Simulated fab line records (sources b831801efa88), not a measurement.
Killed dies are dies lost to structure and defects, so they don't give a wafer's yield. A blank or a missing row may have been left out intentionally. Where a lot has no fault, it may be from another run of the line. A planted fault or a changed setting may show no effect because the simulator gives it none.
A lot that was struck, set against a sound lot | flow sky130 | 16 steps out of a route of 708
Sound: the wafers L404.1, L404.2, L404.6. Wafers struck: L395.2, L395.3, L395.4. The cause is given at the end.
Per side, at each step with rows, come the tool, then ch with its chambers, and then its first start. Under that, the readings that differ: sound wafers | struck wafers | difference of the means | sigmas: that difference in standard deviations of wafers without a fault.
alike: readings with means less than 2 such deviations apart, plus words and numbers identical on both sides. not compared: withheld readings, readings lacking a value on some wafer, bounds such as >300 that could conceal the same value, and numbers that have no deviation in the record and whose values overlap.
The two part at a step that has a row with sigmas, a row that says differs or no value, or rows on one side only. Numbers that have no deviation but don't overlap get no sigmas and don't part them. A reading missing from all wafers of one side parts the sides only when that side holds two or more wafers.

first, 3 steps without rows for these wafers: SKY_SONOS_TUNNEL_EXPOSE_04 (exposes mask TUNM, target cd 410 nm); SKY_SONOS_TUNNEL_PEB_05; SKY_SONOS_TUNNEL_DEVELOP_06 (develop time 60 s).
SKY_SONOS_TUNNEL_CD_MEAS_07: the cd target is 410 nm.
  sound: cd-sem-02 at day 17 22:02; struck: cd-sem-01 at day 14 17:19
  alike: cd-nm
SKY_SONOS_TUNNEL_OVL_MEAS_08:
  sound: overlay-01 at day 17 22:10; struck: overlay-02 at day 14 17:25
  alike: SONOS_TUNNEL_OVL
then, 3 steps without rows for these wafers: SKY_SONOS_TUNNEL_IMPLANT_09; SKY_SONOS_TUNNEL_WET_ETCH_10 (etches SiO2 in dHF, target depth 14 nm, time 280 s); SKY_SONOS_TUNNEL_STRIP_11 (strips in SPM, time 600 s).
SKY_SONOS_TUNNEL_TW_MEAS_12:
  sound: film-metro-02 at day 17 22:36; struck: film-metro-03 at day 14 17:52
  alike: SONOS_TUNNEL_TW
then, 2 steps without rows for these wafers: SKY_SONOS_TUNNEL_CLEAN_13 (cleans in dHF, time 20 s); SKY_SONOS_ONO_OXIDATION_00 (stabilise 600 s, purge 300 s, target thk 2.6 nm).
SKY_SONOS_ONO_THK_MEAS_01:
  sound: film-metro-04 at day 18 00:20; struck: film-metro-04 at day 14 19:17
  alike: SONOS_ONO_OXIDATION_THK
SKY_SONOS_ONO_CVD_02: deposits Si3N4 from DCS/NH3, target thk 10.5 nm, time 180 s.
  sound on lpcvd-02 ch 1, day 18 01:10; struck on lpcvd-02 ch 1, day 14 20:22
  reading                                     | sound             | struck            | difference | sigmas
  spike-tc-bottom-C (C)                       | 791.8 790.8 789.4 | 800.5 802.8 801.2 | +10.8      | +6
  spike-tc-centre-C (C)                       | 772.7 771.5 770.9 | 783.1 782.5 782.7 | +11.1      | +9
  spike-tc-lower-C (C)                        | 771.0 771.8 769.4 | 782.0 782.7 781.2 | +11.2      | +11
  spike-tc-top-C (C)                          | 773.4 774.1 774.5 | 784.9 786.9 785.6 | +11.8      | +4
  spike-tc-upper-C (C)                        | 767.9 769.6 769.5 | 779.9 782.3 781.4 | +12.2      | +10
  susceptor-temp-C (C)                        | 770.5 770.3 770.7 | 781.5 781.2 781.5 | +10.9      | +30
  zone-power-centre-pct (%)                   | 13.07 13.17 13.43 | 13.72 13.26 13.55 | +0.29      | +2
  model.Si3N4_of_SONOS_ONO_CVD_02.thk-nm (nm) | 10.45 10.44 10.48 | 13 13.08 12.86    | +3         |
SKY_SONOS_ONO_THK_MEAS_03:
  sound: film-metro-01 at day 18 02:13; struck: film-metro-03 at day 14 21:26
  reading                   | sound             | struck            | difference | sigmas
  SONOS_ONO_CVD_02_THK (nm) | 10.42 10.37 10.56 | 13.02 13.02 12.82 | +2.50      | +18
then, 1 step without rows for these wafers: SKY_SONOS_ONO_CVD_04 (deposits SiO2 from SiH4/N2O, target thk 5.7199 nm).
-- record jumps: 34 days separate the struck wafers' starts on either side; left off in module SONOS_ONO, taken up again in module PAD_OPEN, whose first shown step is the route's number 708 --
SKY_PAD_OPEN_PROBE_99:
  sound: prober-02 at day 50 10:20; struck: prober-01 at day 48 12:44
  reading                                     | sound                | struck               | difference | sigmas
  model.etest.sonos-erased.drive-ua-um        | 190.7 188.2 192.9    | 108.4 110.2 101.9    | -83.8      |
  model.etest.sonos-uncharged.r-on-ohm-um     | 812 808 822.7        | 839.5 858.5 854.5    | +36.6      |
  model.etest.sonos-programmed.off-log10-a-um | -13.84 -14.05 -14.01 | -11.07 -10.73 -11.44 | +2.89      |
  model.etest.cap-ono.gate-log10-a-cm2        | -8.076 -7.973 -8.176 | -9.57 -9.547 -9.541  | -1.48      |
  model.etest.cap-ono.gate-bv-v (V)           | 16.39 16.59 16.57    | 17.96 17.4 17.94     | +1.25      |
  model.etest.cap-ono.tox-acc-nm (nm)         | 12.99 12.98 13.05    | 14.19 14.2 14.21     | +1.19      |
  model.etest.sonos-programmed.vt-v (V)       | 1.405 1.386 1.386    | 0.7067 0.6359 0.7037 | -0.7102    |
  model.etest.sonos-erased.vt-v (V)           | -2.248 -2.244 -2.235 | -1.547 -1.536 -1.493 | +0.717     |
  alike: killed_at_M0_to_M3, killed_at_M4_up, killed-at-contacts, killed-at-front-end, killed-at-other, killed-dies, killed-open, killed-short

## WHERE THEY PART
Earliest at SKY_SONOS_ONO_CVD_02; latest, in this record, at SKY_SONOS_ONO_THK_MEAS_03. Later steps at which nothing parts them and some readings are alike: SKY_PAD_OPEN_PROBE_99.

WHY: whatever the simulator had introduced
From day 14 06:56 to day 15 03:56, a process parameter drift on lpcvd-02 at SKY_SONOS_ONO_CVD_02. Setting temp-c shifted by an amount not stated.
